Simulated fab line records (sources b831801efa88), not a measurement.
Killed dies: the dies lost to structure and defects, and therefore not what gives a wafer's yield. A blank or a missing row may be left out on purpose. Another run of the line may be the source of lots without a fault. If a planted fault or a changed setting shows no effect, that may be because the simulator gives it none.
A single fault, viewed from 2 desks | flow gf180mcu | numbers are kept per desk, each desk with only its own; the story behind them comes last

== AT THE TOOL OWNER'S DESK: pvdSputter-03 ==
The tool's own readings at GF_MIM_SPUTTER_03 (material Ti, target thk 10 nm, time 6.7 s): means of the sampled wafers that have a number, for each lot that ran on this tool. A lot is out of limits, marked OUT, if its mean lies more than 4 standard deviations from the usual mean; the brackets give that distance.
Columns: A = throttleValvePct at GF_MIM_SPUTTER_03, usual 29.8 %
lot  | first seen here | A
L315 | day 26 05:15    | 29.5
L323 | day 28 15:05    | 29.0
This desk's finding: nothing out of limits on any of the 2 lots.

== AT THE METROLOGY DESK ==
Lot by lot, what the gauges showed, no matter which tool ran the lot: averages of those sampled wafers that carry a number. A lot is out of limits, marked OUT, if its mean lies more than 4 standard deviations from the usual mean; the brackets give that distance.
Columns: A = V4_W_RS at GF_V4_RS_MEAS_24, usual 0.327 ohm/sq; B = V4_W_THK at GF_V4_THK_MEAS_25, usual 370 nm
lot  | first seen here | A     | B
L312 | day 25 07:10    | 0.329 | 365
L315 | day 26 04:37    | 0.323 | 373
L323 | day 28 14:28    | 0.329 | 369
L329 | day 30 08:59    | 0.333 | 364
L335 | day 31 22:02    | 0.328 | 371
This desk's finding: nothing out of limits on any of the 5 lots.

== TAKEN TOGETHER ==
The desk of the tool owner found nothing out of limits.
Metrology desk: nothing out of limits seen.

== WHAT THE SIMULATOR HAD INSERTED ==
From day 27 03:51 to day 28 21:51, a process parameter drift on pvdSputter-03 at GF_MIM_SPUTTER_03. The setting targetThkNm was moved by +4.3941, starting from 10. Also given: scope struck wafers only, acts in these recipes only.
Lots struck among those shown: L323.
